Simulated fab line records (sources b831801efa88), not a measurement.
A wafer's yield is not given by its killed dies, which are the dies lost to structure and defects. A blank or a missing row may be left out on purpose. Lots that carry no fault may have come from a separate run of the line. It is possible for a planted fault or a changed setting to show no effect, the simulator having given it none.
fab line records	flow gf180mcu
[record] lots = 7	wafers = 21	last_day = 34
route steps=602 shown V3@443
lots that met no fault: from a run of the same line without faults
start_h: hours from the record's opening day to when the first of the lot's shown wafers began	wait_h: time in hours since the lot's previous step	" the same as in the row above	L1.1+2: one row covering several wafers at once	- value missing, or start not given	* or withheld: withheld	< > ~ a bound
route shown NAME@n: names a module that has steps shown in the file, with the first one's number in the route	usual: mean/standard deviation taken from wafers without a fault	same: alike in all rows	chamber/n: place in a boat	sites: each site's reading	_std_site: standard deviation of those values	_edge_site: outer sites' mean less inner sites'	radius_mm: for every site, how far away it sits from the centre of the wafer	mask NAME#n: copy n	behind: the tool/chamber that last shaped the wafer	hold: what put the lot on hold/how long, in hours/how the hold closed	device: whichever transistor did not switch (one of n, p or np)	end of line: the tests these same wafers got at the end of their route	step lacking rows: just its recipe	killed: dies that structure and defects cost at the first sort, which is not the same as the wafer's yield	map: the dies of a wafer, with x for killed, . for not killed, _ for no die there
set.NAME: the run value of the setting; set.NAME@STEP: its run value at that earlier step	model.NAME: the simulator's own value behind a step, which no gauge read
lots at selected steps of the route; one table per step, one row per wafer
services: the hour from which a tool's chamber was out of use, counted from the record's first day as start_h (under 0 if before that day), plus the number of hours and why
[[steps]]
[step GF_V3_CD_MEAS_14]
[recipe] target_cd_nm = 260
[usual] cd_nm = 260.3/0.93
lot.wafer	tool	chamber	start_h	wait_h	cd_nm
L728.1	cd_sem-01	-	522.82	0.1	259.9
L728.2	"	-	"	"	259.4
L728.6	"	-	"	"	261.2
L733.1	cd_sem-02	-	582.69	0.1	261.8
L733.2	"	-	"	"	261.1
L733.6	"	-	"	"	260.4
L734.1	cd_sem-01	-	582.87	0.1	259.6
L734.2	"	-	"	"	260.5
L734.5	"	-	"	"	260.7
L735.2	cd_sem-01	-	590.49	0.1	260.7
L735.3	"	-	"	"	260.5
L735.5	"	-	"	"	259.9
L736.2	cd_sem-02	-	598.09	0.1	259.5
L736.3	"	-	"	"	259.9
L736.5	"	-	"	"	260.8
L745.4	cd_sem-02	-	676.08	0.1	259.6
L745.5	"	-	"	"	260.0
L745.6	"	-	"	"	259.1
L749.2	cd_sem-01	-	690.09	0.1	259.2
L749.5	"	-	"	"	259.8
L749.6	"	-	"	"	260.5
[step GF_V3_OVL_MEAS_15]
[usual] V3_OVL = -3/5
lot.wafer	tool	chamber	start_h	wait_h	V3_OVL[nm]
L728.1	overlay-01	-	522.94	0.1	-4
L728.2	"	-	"	"	-7
L728.6	"	-	"	"	0
L733.1	overlay-02	-	582.81	0.1	-9
L733.2	"	-	"	"	-8
L733.6	"	-	"	"	-6
L734.1	overlay-02	-	582.99	0.1	-1
L734.2	"	-	"	"	-4
L734.5	"	-	"	"	-8
L735.2	overlay-02	-	590.60	0.1	-1
L735.3	"	-	"	"	-3
L735.5	"	-	"	"	1
L736.2	overlay-02	-	598.20	0.1	-10
L736.3	"	-	"	"	-3
L736.5	"	-	"	"	-3
L745.4	overlay-01	-	676.16	0.1	9
L745.5	"	-	"	"	0
L745.6	"	-	"	"	3
L749.2	overlay-02	-	690.20	0.1	-6
L749.5	"	-	"	"	-5
L749.6	"	-	"	"	0
[step GF_V3_ETCH_16]
[recipe] chemistry = N2/H2	target_depth_a = withheld	overetch_a = withheld	time_s = withheld	target = BARC	ion_energy_ev = 200	source_w = 500	bias_w = 100	pressure_mtorr = 30	n2_flow_sccm = 100	h2_flow_sccm = 200
[usual] drypump_motor_current_A = 5.8/0.36	n2_flow_sccm = 100.0/0.31	oes_product_au = 0.854/0.0043	throttle_valve_pct = 13.225/0.0095
lot.wafer	tool	chamber	start_h	wait_h	drypump_motor_current_A	n2_flow_sccm	oes_product_au	throttle_valve_pct
L728.1	rie_diel-03	1	522.98	0.0	6.0	99.8	0.857	13.230
L728.2	"	0	"	"	6.1	99.7	0.852	13.202
L728.6	"	3	"	"	5.4	99.7	0.846	13.222
L733.1	rie_diel-02	3	582.85	0.0	6.4	100.5	0.844	13.236
L733.2	"	1	"	"	5.5	99.5	0.855	13.227
L733.6	"	2	"	"	5.2	100.1	0.859	13.229
L734.1	rie_diel-01	2	583.03	0.0	5.6	100.3	0.859	13.223
L734.2	"	1	"	"	5.9	99.8	0.853	13.219
L734.5	"	2	"	"	5.6	100.2	0.858	13.227
L735.2	rie_diel-01	0	590.63	0.0	5.0	99.9	0.858	13.216
L735.3	"	2	"	"	5.6	100.3	0.853	13.218
L735.5	"	1	"	"	5.9	99.6	0.849	13.231
L736.2	rie_diel-03	1	598.23	0.0	6.0	99.8	0.858	13.229
L736.3	"	3	"	"	5.4	99.8	0.855	13.230
L736.5	"	1	"	"	6.0	100.3	0.855	13.227
L745.4	rie_diel-03	3	676.18	0.0	5.4	99.7	0.856	13.224
L745.5	"	2	"	"	6.0	100.1	0.853	13.240
L745.6	"	3	"	"	5.4	99.5	0.854	13.224
L749.2	rie_diel-03	2	690.23	0.0	6.0	100.1	0.858	13.215
L749.5	"	0	"	"	6.1	99.7	0.854	13.226
L749.6	"	3	"	"	5.4	99.7	0.848	13.227
[step GF_V3_ETCH_17]
[recipe] chemistry = C4F8/O2/Ar	mask_material = KrF	target = SiO2	stop_on = TiN	source_w = 1500	bias_w = 1200	pressure_mtorr = 40	c4f8_flow_sccm = withheld	O2_flow_sccm = 6	Ar_flow_sccm = 300	time_s = withheld	target_depth_a = 6350
[usual] oes_product_au = 0.856/0.0048
lot.wafer	tool	chamber	start_h	wait_h	oes_product_au
L728.1	rie_diel-03	1	-	-	0.862
L728.2	"	0	"	"	0.855
L728.6	"	3	"	"	0.863
L733.1	rie_diel-02	3	-	-	0.849
L733.2	"	1	"	"	0.850
L733.6	"	2	"	"	0.858
L734.1	rie_diel-01	2	-	-	0.855
L734.2	"	1	"	"	0.855
L734.5	"	2	"	"	0.857
L735.2	rie_diel-01	0	-	-	0.859
L735.3	"	2	"	"	0.853
L735.5	"	1	"	"	0.864
L736.2	rie_diel-03	1	-	-	0.855
L736.3	"	3	"	"	0.859
L736.5	"	1	"	"	0.856
L745.4	rie_diel-03	3	-	-	0.870
L745.5	"	2	"	"	0.859
L745.6	"	3	"	"	0.854
L749.2	rie_diel-03	2	-	-	0.856
L749.5	"	0	"	"	0.859
L749.6	"	3	"	"	0.859
[step GF_V3_STRIP_18]
[recipe] chemistry = O2/N2	power_w = 1400	pressure_mtorr = 1500	platen_temp_c = 250	o2_flow_sccm = 3000	n2_flow_sccm = 300	overash_fraction = 0.5
[usual] drypump_motor_current_A = 5.4/0.31	heater_power_w = 334/17	n2_flow_sccm = 300.2/0.81	oes_product_au = 0.593/0.005
lot.wafer	tool	chamber	start_h	wait_h	drypump_motor_current_A	heater_power_w	n2_flow_sccm	oes_product_au	rf_hours_counter_h
L728.1	plasma_asher-02	1	523.11	-	5.0	317	299.2	0.589	43
L728.2	"	0	"	"	5.6	345	299.0	0.609	43
L728.6	"	1	"	"	5.0	313	299.6	0.592	-
L733.1	plasma_asher-02	0	582.98	-	5.6	356	300.5	0.593	49
L733.2	"	1	"	"	5.0	313	301.1	0.587	49
L733.6	"	1	"	"	5.0	317	300.0	0.591	-
L734.1	plasma_asher-03	0	583.16	-	5.8	343	300.4	0.590	77
L734.2	"	1	"	"	5.3	326	299.7	0.593	77
L734.5	"	0	"	"	5.8	348	300.8	0.594	-
L735.2	plasma_asher-03	1	590.76	-	5.3	322	300.8	0.589	78
L735.3	"	0	"	"	5.8	350	301.9	0.591	-
L735.5	"	0	"	"	5.8	337	302.0	0.595	-
L736.2	plasma_asher-04	0	598.36	-	5.3	318	300.6	0.597	16
L736.3	"	0	"	"	5.3	324	300.9	0.597	-
L736.5	"	1	"	"	5.7	335	301.1	0.599	-
L745.4	plasma_asher-04	1	676.34	-	5.8	337	301.2	0.587	-
L745.5	"	1	"	"	5.8	336	300.5	0.592	-
L745.6	"	0	"	"	5.3	329	301.0	0.593	-
L749.2	plasma_asher-03	1	690.36	-	5.3	332	299.4	0.596	91
L749.5	"	0	"	"	5.8	348	301.1	0.591	-
L749.6	"	1	"	"	5.2	327	300.1	0.601	-
[step GF_V3_STRIP_19]
[recipe] chemistry = post_etch_residue_remover	time_s = 1200	temp_c = 72.5
[step GF_V3_CLEAN_20]
[recipe] chemistry = DIW	dry = n2_spin
[step GF_V3_SPUTTER_21]
[recipe] material = Ti	target_thk_nm = 15	chamber_pressure_pa = 5	power_w = 2500	substrate_temp_c = 200	time_s = 80.02
[usual] throttle_valve_pct = 30.1/0.89
lot.wafer	tool	chamber	start_h	wait_h	throttle_valve_pct
L728.1	pvd_sputter-02	-	523.64	0.0	31.6
L728.2	"	-	"	"	30.0
L728.6	"	-	"	"	29.7
L733.1	pvd_sputter-03	-	583.54	0.0	29.7
L733.2	"	-	"	"	30.0
L733.6	"	-	"	"	29.8
L734.1	pvd_sputter-04	-	583.69	0.0	30.6
L734.2	"	-	"	"	29.5
L734.5	"	-	"	"	30.8
L735.2	pvd_sputter-03	-	591.29	0.0	30.1
L735.3	"	-	"	"	31.7
L735.5	"	-	"	"	31.6
L736.2	pvd_sputter-04	-	598.89	0.0	29.5
L736.3	"	-	"	"	30.8
L736.5	"	-	"	"	30.7
L745.4	pvd_sputter-04	-	676.85	0.0	30.0
L745.5	"	-	"	"	29.4
L745.6	"	-	"	"	30.8
L749.2	pvd_sputter-02	-	690.89	0.0	31.3
L749.5	"	-	"	"	29.7
L749.6	"	-	"	"	29.5
[step GF_V3_SPUTTER_22]
[recipe] material = TiN	target_thk_nm = 10	chamber_pressure_pa = 5	power_w = 4000	time_s = 40
[usual] throttle_valve_pct = 30.1/0.9
lot.wafer	tool	chamber	start_h	wait_h	throttle_valve_pct
L728.1	pvd_sputter-02	-	523.70	0.0	31.7
L728.2	"	-	"	"	30.3
L728.6	"	-	"	"	29.6
L733.1	pvd_sputter-03	-	583.60	0.0	29.7
L733.2	"	-	"	"	29.9
L733.6	"	-	"	"	29.9
L734.1	pvd_sputter-04	-	583.75	0.0	30.9
L734.2	"	-	"	"	29.3
L734.5	"	-	"	"	31.1
L735.2	pvd_sputter-03	-	591.35	0.0	29.9
L735.3	"	-	"	"	31.5
L735.5	"	-	"	"	31.3
L736.2	pvd_sputter-04	-	598.95	0.0	29.8
L736.3	"	-	"	"	31.0
L736.5	"	-	"	"	30.7
L745.4	pvd_sputter-04	-	676.91	0.0	30.0
L745.5	"	-	"	"	29.4
L745.6	"	-	"	"	30.6
L749.2	pvd_sputter-02	-	690.95	0.0	31.5
L749.5	"	-	"	"	29.4
L749.6	"	-	"	"	29.6
[step GF_V3_CVD_23]
[recipe] material = W	target_thk_nm = 350	time_s = 104.9	temp_c = 400	pressure_torr = 40
[step GF_V3_RS_MEAS_24]
[recipe] thk_meas_gauge = four-point-probe	reads = W_of_V3_CVD_23+TiN_of_V3_SPUTTER_22+Ti_of_V3_SPUTTER_21
[usual] V3_W_RS = 0.322/0.0047
lot.wafer	tool	chamber	start_h	wait_h	V3_W_RS[ohm/sq]
L728.1	film_metro-04	-	523.86	0.1	0.318
L728.2	"	-	"	"	0.322
L728.6	"	-	"	"	0.323
L733.1	film_metro-02	-	583.75	0.1	0.317
L733.2	"	-	"	"	0.316
L733.6	"	-	"	"	0.318
L734.1	film_metro-03	-	583.90	0.1	0.329
L734.2	"	-	"	"	0.326
L734.5	"	-	"	"	0.326
L735.2	film_metro-03	-	591.52	0.1	0.328
L735.3	"	-	"	"	0.327
L735.5	"	-	"	"	0.327
L736.2	film_metro-03	-	599.12	0.1	0.317
L736.3	"	-	"	"	0.314
L736.5	"	-	"	"	0.321
L745.4	film_metro-04	-	677.12	0.1	0.321
L745.5	"	-	"	"	0.324
L745.6	"	-	"	"	0.320
L749.2	film_metro-03	-	691.24	0.2	0.326
L749.5	"	-	"	"	0.324
L749.6	"	-	"	"	0.323
[step GF_V3_THK_MEAS_25]
[recipe] thk_meas_gauge = xrf	reads = W_of_V3_CVD_23
[usual] V3_W_THK = 346/5.1
lot.wafer	tool	chamber	start_h	wait_h	V3_W_THK[nm]
L728.1	film_metro-04	-	523.98	0.1	354
L728.2	"	-	"	"	348
L728.6	"	-	"	"	347
L733.1	film_metro-02	-	583.87	0.1	350
L733.2	"	-	"	"	352
L733.6	"	-	"	"	348
L734.1	film_metro-03	-	584.02	0.1	340
L734.2	"	-	"	"	340
L734.5	"	-	"	"	342
L735.2	film_metro-03	-	591.63	0.1	340
L735.3	"	-	"	"	338
L735.5	"	-	"	"	342
L736.2	film_metro-03	-	599.23	0.1	352
L736.3	"	-	"	"	357
L736.5	"	-	"	"	348
L745.4	film_metro-04	-	677.21	0.1	350
L745.5	"	-	"	"	349
L745.6	"	-	"	"	352
L749.2	film_metro-03	-	691.35	0.1	340
L749.5	"	-	"	"	347
L749.6	"	-	"	"	345
[step GF_V3_CMP_26]
[recipe] stop_on = SiO2	down_force_psi = 3.5	platen_rpm = 60	t_overpolish_s = 15	target_thk_nm = 0	pad_velocity_m_s = 0.94248
[usual] edge_zone_pressure_frac = 1.000/0.005	head_pressure_psi = 3.501/0.008	motor_current_A = 11.4/0.81	overpolish_run_s = 14.999/0.01	slurry_filter_dp_kPa = 13.49/0.14	slurry_flow_ml_min = 150.0/0.46	time_to_endpoint_s = 86/3.5
lot.wafer	tool	chamber	start_h	wait_h	edge_zone_pressure_frac	head_pressure_psi	motor_current_A	overpolish_run_s	slurry_filter_dp_kPa	slurry_flow_ml_min	time_to_endpoint_s	model.W_of_V3_CVD_23.thk_nm	model.SiO2_of_V3_CVD_02.thk_nm
L728.1	cmp-01	1	524.04	0.1	0.999	3.495	10.2	14.986	13.48	149.7	85	0	629.5
L728.2	"	3	"	"	1.000	3.506	11.2	14.999	13.42	151.2	88	0	630
L728.6	"	1	"	"	0.999	3.491	9.7	15.004	13.54	150.0	80	0	628.3
L733.1	cmp-02	1	583.98	0.1	1.003	3.511	11.7	15.025	13.52	149.9	91	0	629.9
L733.2	"	2	"	"	0.997	3.487	11.2	14.995	13.60	149.1	94	0	628.5
L733.6	"	1	"	"	1.004	3.507	12.1	14.986	13.49	149.5	88	0	629
L734.2	cmp-01	1	584.08	0.0	-	-	-	-	-	-	-	350	633.7
L734.1	"	3	"	"	-	-	-	-	-	-	-	348.6	633.2
L734.5	"	2	"	"	-	-	-	-	-	-	-	351.6	634.1
L735.2	cmp-02	0	591.74	0.1	-	-	-	-	-	-	-	349.9	633.4
L735.3	"	1	"	"	-	-	-	-	-	-	-	349.8	635
L735.5	"	0	"	"	-	-	-	-	-	-	-	350.2	632.3
L736.2	cmp-01	2	599.28	0.0	-	-	-	-	-	-	-	361.8	632.6
L736.3	"	1	"	"	-	-	-	-	-	-	-	364.9	633.4
L736.5	"	3	"	"	-	-	-	-	-	-	-	357.9	634.7
L745.4	cmp-01	0	677.29	0.1	0.998	3.497	11.4	14.985	13.65	150.6	86	0	628.8
L745.5	"	3	"	"	1.000	3.518	11.7	15.018	13.67	149.8	88	0	629.6
L745.6	"	0	"	"	0.992	3.487	11.5	15.020	13.61	150.4	87	0	629.6
L749.2	cmp-01	0	691.50	0.1	1.001	3.500	11.4	14.995	13.64	149.9	86	0	628.1
L749.5	"	2	"	"	0.998	3.515	12.2	15.007	13.51	150.0	88	0	628.6
L749.6	"	3	"	"	1.002	3.508	10.5	15.002	13.51	150.0	89	0	629.2
[[services]]
tool	chamber	start_h	hours	kind
rie_diel-03	2	507.89	10.9	repair
plasma_asher-03	-	509.75	0.5	repair
cmp-02	-	522.22	7.6	pm
cmp-02	-	535.41	19.0	repair
rie_diel-02	-	541.36	1.0	repair
rie_diel-01	1	542.22	11.3	repair
pvd_sputter-04	-	544.21	2.5	repair
pvd_sputter-03	-	546.44	6.0	repair
cmp-02	-	550.18	1.1	repair
pvd_sputter-02	-	570.16	2.9	repair
rie_diel-02	0	570.49	12.4	repair
cmp-01	-	572.00	4.0	pm
cmp-02	-	581.44	0.4	repair
plasma_asher-04	-	582.89	2.8	pm
cmp-01	-	584.83	5.0	pm
pvd_sputter-02	-	584.92	3.3	repair
rie_diel-02	3	585.53	8.2	repair
cmp-01	-	591.09	1.4	repair
cmp-01	-	591.72	1.3	repair
rie_diel-01	2	596.18	3.5	repair
plasma_asher-03	-	616.49	0.5	repair
rie_diel-01	-	620.79	0.3	repair
rie_diel-03	0	648.54	4.7	repair
cmp-01	-	681.93	2.2	repair
[[key]]
[first_sign] step = GF_V3_CMP_26	reading = tool_record	direction = missing
effect none on later readings
[model_effect] step = GF_V3_CMP_26	value = W_of_V3_CVD_23.thk_nm	without = 0	struck = 353.8
met_at GF_V3_CMP_26
struck_wafers L734.1,L734.2,L734.5,L735.2,L735.3,L735.5,L736.2,L736.3,L736.5
later_rows_left_out L734.1,L734.2,L734.5,L735.2,L735.3,L735.5,L736.2,L736.3,L736.5
sort_left_out L734.1,L734.2,L734.5,L735.2,L735.3,L735.5,L736.2,L736.3,L736.5
onset_between 583.98 584.08
[fault] kind = skipped_step_whole	tool = cmp-01,cmp-02	chamber = -	onset_h = 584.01	steps = GF_V3_CMP_26	scope = struck_lots_only
// sort_left_out: the simulated sort isn't trusted on such a fault, so these wafers' sort isn't shown, and their yield isn't known
// later_rows_left_out: the simulator's readings of these wafers behind a module that went badly wrong aren't trusted and aren't shown, but for the sort
